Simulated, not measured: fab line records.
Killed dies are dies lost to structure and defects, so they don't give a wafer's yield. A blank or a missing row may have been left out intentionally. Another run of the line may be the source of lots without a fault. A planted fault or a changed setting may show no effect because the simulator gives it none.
Chamber matching    flow sfqLine    cmp-02 running SFQ_TRILAYER_I2_CMP_CMP_064: 4 sister chambers
The step polishes SiO2. 4 wafers are shown with their chamber, then 9 later ones without.

== WAFERS WITH THEIR CHAMBER ==
wafer   chamber  motorCurrentA (A)
L715.4  2        10.9
L715.2  1        10.2
L715.6  3        11.7
L720.3  0        10.7

== WAFERS WITH NO CHAMBER GIVEN ==
wafer   motorCurrentA (A)
L720.4  11.0
L720.6  11.6
L722.4  10.1
L725.2  11.4
L725.3  10.9
L725.4  9.9
L727.2  9.9
L727.3  10.3
L727.5  10.5

== WHICH CHAMBER EACH ONE RAN IN ==
wafer    from the rows above            in truth
L720.4   can't be placed: 2 or 0        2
L720.6   3                              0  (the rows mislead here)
L722.4   1                              1
L725.2   can't be placed: 3 or 2        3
L725.3   can't be placed: 2 or 0        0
L725.4   1                              1
L727.2   1                              1
L727.3   can't be placed: 1 or 0        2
L727.5   can't be placed: 0 or 1 or 2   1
3 of 9 placed correctly. Unplaceable from these rows: 5, with the true chamber sitting among the candidates in 4. Number placed wrongly: 1.
How it was worked out, from the rows above alone: a wafer's distance from a chamber is the root of the sum, over the readings, of the square of ((its reading less the chamber's mean) divided by the reading's scatter). If the next closest chamber is less than 2 further off than the closest, the wafer can't be placed; otherwise it belongs to the closest. The mean given for a chamber averages the wafers shown for that chamber. The scatter: with one shown wafer a chamber, the root of the mean of the squares of how far each hidden wafer lies from its nearest shown one.
